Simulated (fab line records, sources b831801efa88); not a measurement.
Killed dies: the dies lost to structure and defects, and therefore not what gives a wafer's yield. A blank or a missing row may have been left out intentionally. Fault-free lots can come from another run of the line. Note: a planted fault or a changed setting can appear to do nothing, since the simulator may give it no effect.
Matching of chambers + flow sky130 + SKY_CAP2M_CVD_00 on pecvd-03: 3 sister chambers
The step deposits SiO2, target thk 15.5 nm. 6 wafers are shown with their chamber, then 8 later ones without.

## WAFERS, EACH WITH ITS CHAMBER
| wafer  | chamber | heater_power_w (W) |
|--------|---------|--------------------|
| L158.5 | 2       | 678                |
| L159.4 | 1       | 625                |
| L159.5 | 2       | 579                |
| L161.3 | 0       | 771                |
| L161.6 | 0       | 765                |
| L164.3 | 1       | 649                |

## WAFERS WHOSE CHAMBER IS MISSING
| wafer  | heater_power_w (W) |
|--------|--------------------|
| L164.4 | 658                |
| L164.5 | 650                |
| L171.2 | 735                |
| L171.4 | 684                |
| L171.6 | 709                |
| L173.1 | 658                |
| L173.2 | 717                |
| L173.4 | 704                |

## EACH ONE'S CHAMBER
| wafer  | from the rows above          | in truth |
|--------|------------------------------|----------|
| L164.4 | can't be placed: 1 or 2      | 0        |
| L164.5 | can't be placed: 1 or 2      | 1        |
| L171.2 | can't be placed: 0 or 1 or 2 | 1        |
| L171.4 | can't be placed: 1 or 2 or 0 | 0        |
| L171.6 | can't be placed: 0 or 1 or 2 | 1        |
| L173.1 | can't be placed: 1 or 2      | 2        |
| L173.2 | can't be placed: 0 or 1 or 2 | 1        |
| L173.4 | can't be placed: 0 or 1 or 2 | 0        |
Correct placement for 0 of the 8. Can't be placed from these rows: 8 (the true chamber is among the candidates in 7). Number placed wrongly: 0.
How it was worked out, from the rows above alone: a wafer's distance from a chamber is the root of the sum, over the readings, of the square of ((its reading less the chamber's mean) divided by the reading's scatter). The wafer belongs to the nearest chamber; if the next one is less than 2 further off, it can't be placed. Each chamber's mean is taken over the wafers shown for it. The scatter is the square root of a quotient: the sum, over the shown wafers, of each reading's squared deviation from its chamber's mean, divided by wafers minus chambers.
